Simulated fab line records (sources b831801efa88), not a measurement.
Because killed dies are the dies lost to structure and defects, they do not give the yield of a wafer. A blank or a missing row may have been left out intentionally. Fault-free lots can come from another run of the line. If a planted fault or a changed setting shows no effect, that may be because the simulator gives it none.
What tool caused it? | flow gf180mcu | 33 wafers from 11 lots sampled at 5 of the route's 602 steps

== WHAT THE GAUGES READ, wafer by wafer ==
GF_M2_RS_MEAS_05: the measuring method here is four-point-probe. Usual: M2_ALCU_RS typically reads 0.0697 ohm/sq, with standard deviation 0.00066.
lot  | measured     | on            | M2_ALCU_RS (ohm/sq)  | flag
L724 | day 19 17:41 | film-metro-02 | 0.0692 0.0700 0.0694 |
L726 | day 20 08:46 | film-metro-04 | 0.0696 0.0698 0.0698 |
L729 | day 21 14:20 | film-metro-04 | 0.0711 0.0714 0.0711 |
L730 | day 21 22:47 | film-metro-02 | 0.0695 0.0694 0.0699 |
L731 | day 22 03:18 | film-metro-03 | 0.0698 0.0701 0.0697 |
L732 | day 22 07:22 | film-metro-04 | 0.0695 0.0706 0.0694 |
L735 | day 23 14:04 | film-metro-04 | 0.0696 0.0691 0.0692 |
L739 | day 25 02:20 | film-metro-02 | 0.0507 0.0510 0.0510 | OFF
L740 | day 25 04:46 | film-metro-03 | 0.0513 0.0519 0.0514 | OFF
L742 | day 25 17:10 | film-metro-03 | 0.0700 0.0703 0.0702 |
L743 | day 25 21:13 | film-metro-03 | 0.0695 0.0693 0.0694 |

GF_M2_THK_MEAS_06: measures by xrf. Usual: M2_ALCU_THK typically reads 446 nm, with standard deviation 6.3.
lot  | measured     | on            | M2_ALCU_THK (nm) | flag
L724 | day 19 17:48 | film-metro-02 | 451 448 449      |
L726 | day 20 08:53 | film-metro-04 | 444 445 442      |
L729 | day 21 14:28 | film-metro-04 | 438 432 432      |
L730 | day 21 22:52 | film-metro-02 | 452 453 447      |
L731 | day 22 03:25 | film-metro-03 | 441 446 447      |
L732 | day 22 07:29 | film-metro-04 | 446 438 444      |
L735 | day 23 14:10 | film-metro-04 | 448 451 448      |
L739 | day 25 02:26 | film-metro-02 | 620 614 613      | OFF
L740 | day 25 04:53 | film-metro-03 | 604 597 605      | OFF
L742 | day 25 17:16 | film-metro-03 | 444 443 443      |
L743 | day 25 21:20 | film-metro-03 | 449 447 448      |

GF_M2_CD_MEAS_14: target cd 280 nm. Usual: cd-nm reads 279.7 nm (standard deviation 1.4).
lot  | measured     | on        | cd-nm (nm)        | flag
L724 | day 20 17:59 | cd-sem-01 | 284.4 283.6 284.2 | OFF
L726 | day 21 08:34 | cd-sem-01 | 280.0 280.4 280.4 |
L729 | day 22 13:25 | cd-sem-01 | 279.8 278.7 279.8 |
L730 | day 22 22:01 | cd-sem-01 | 277.4 278.4 278.7 |
L731 | day 23 02:07 | cd-sem-01 | 279.7 278.3 278.9 |
L732 | day 23 06:24 | cd-sem-02 | 279.4 279.3 280.0 |
L735 | day 24 10:21 | cd-sem-02 | 279.0 281.1 279.7 |
L739 | day 25 23:38 | cd-sem-01 | 280.7 280.8 279.5 |
L740 | day 26 01:47 | cd-sem-01 | 278.8 279.9 280.1 |
L742 | day 26 13:26 | cd-sem-01 | 279.3 278.9 277.4 |
L743 | day 26 17:40 | cd-sem-01 | 278.5 277.3 278.4 |

== WHAT TOOL EACH LOT RAN ON (gives the tool, then ch and the chambers of the sampled wafers, and finally the start) ==
lot  | GF_M2_SPUTTER_01             | GF_M2_SPUTTER_02
L724 | pvd-sputter-01, day 19 17:34 | pvd-sputter-01, day 19 17:35
L726 | pvd-sputter-03, day 20 08:38 | pvd-sputter-03, day 20 08:40
L729 | pvd-sputter-03, day 21 14:13 | pvd-sputter-03, day 21 14:15
L730 | pvd-sputter-01, day 21 22:36 | pvd-sputter-01, day 21 22:38
L731 | pvd-sputter-01, day 22 03:11 | pvd-sputter-01, day 22 03:13
L732 | pvd-sputter-03, day 22 07:14 | pvd-sputter-03, day 22 07:16
L735 | pvd-sputter-01, day 23 13:54 | pvd-sputter-01, day 23 13:56
L739 | pvd-sputter-03, day 25 02:11 | pvd-sputter-03, day 25 02:13
L740 | pvd-sputter-03, day 25 04:37 | pvd-sputter-03, day 25 04:39
L742 | pvd-sputter-01, day 25 17:01 | pvd-sputter-01, day 25 17:03
L743 | pvd-sputter-02, day 25 21:06 | pvd-sputter-02, day 25 21:08
- GF_M2_SPUTTER_01: material TiN, target thk 30 nm, time 25 s.
- GF_M2_SPUTTER_02: material AlCu, target thk 450 nm, time 23.9 s.

== AS READ BY THE TOOLS THEMSELVES (means over the sampled wafers that have a number; for cases with no such wafer, the mark the record gives instead) ==
GF_M2_SPUTTER_01. Usual: cathode-dc-power-W 6499.9 W, standard deviation 1; throttle-valve-pct 30.4 %, standard deviation 0.81.
lot  | tool           | cathode-dc-power-W (W) | throttle-valve-pct (%) | flag
L724 | pvd-sputter-01 | 6500.6                 | 29.6                   |
L726 | pvd-sputter-03 | 6499.8                 | 31.2                   |
L729 | pvd-sputter-03 | 6499.2                 | 31.2                   |
L730 | pvd-sputter-01 | 6500.2                 | 30.8                   |
L731 | pvd-sputter-01 | 6499.7                 | 30.1                   |
L732 | pvd-sputter-03 | 6500.1                 | 30.1                   |
L735 | pvd-sputter-01 | 6500.5                 | 29.8                   |
L739 | pvd-sputter-03 | 6500.7                 | 30.1                   |
L740 | pvd-sputter-03 | 6499.6                 | 30.6                   |
L742 | pvd-sputter-01 | 6499.3                 | 30.7                   |
L743 | pvd-sputter-02 | 6500.1                 | 30.5                   |

GF_M2_SPUTTER_02. Usual: cathode-dc-power-W 10600 W, standard deviation 1.9; throttle-valve-pct 30.4 %, standard deviation 0.81.
lot  | tool           | cathode-dc-power-W (W) | throttle-valve-pct (%) | flag
L724 | pvd-sputter-01 | 10600                  | 29.6                   |
L726 | pvd-sputter-03 | 10598                  | 31.3                   |
L729 | pvd-sputter-03 | 10600                  | 31.2                   |
L730 | pvd-sputter-01 | 10601                  | 30.8                   |
L731 | pvd-sputter-01 | 10599                  | 30.1                   |
L732 | pvd-sputter-03 | 10599                  | 30.3                   |
L735 | pvd-sputter-01 | 10602                  | 29.8                   |
L739 | pvd-sputter-03 | 14362                  | 30.2                   | OFF
L740 | pvd-sputter-03 | 14360                  | 30.3                   | OFF
L742 | pvd-sputter-01 | 10600                  | 30.8                   |
L743 | pvd-sputter-02 | 10599                  | 30.7                   |

== THE ANSWER, worked out from the rows above alone ==
Rule: take the mean of a lot's wafers that have a number; if it is more than 3 standard deviations from the usual mean, the lot is off. Also off: a lot with no number at a reading for which 4 or more lots have one. All remaining lots with rows at the step are treated as sound. After the gauges, taken in route order, come the tools' own readings; for these a lot's mean is taken, as printed above. At the first step where some lot is off, the reading lying furthest off is the one used; lots without a number count as furthest.
Off: L739, L740, at GF_M2_RS_MEAS_05 (M2_ALCU_RS).
A tool fits if, at a process step before that reading, it ran every lot that is off, and no sound lot after the first of them. The gauges at GF_M2_RS_MEAS_05 aren't tried: what is off there is off at GF_M2_SPUTTER_02 too, on other tools, and a gauge's error can't cause that. One fits: pvd-sputter-03 at GF_M2_SPUTTER_01 and GF_M2_SPUTTER_02. At GF_M2_SPUTTER_01 its last sound lot is L732 (day 22 07:14), its first lot that is off L739 (day 25 02:11): a fault that began between those two fits.

== WHAT HAD BEEN PUT IN BY THE SIMULATOR ==
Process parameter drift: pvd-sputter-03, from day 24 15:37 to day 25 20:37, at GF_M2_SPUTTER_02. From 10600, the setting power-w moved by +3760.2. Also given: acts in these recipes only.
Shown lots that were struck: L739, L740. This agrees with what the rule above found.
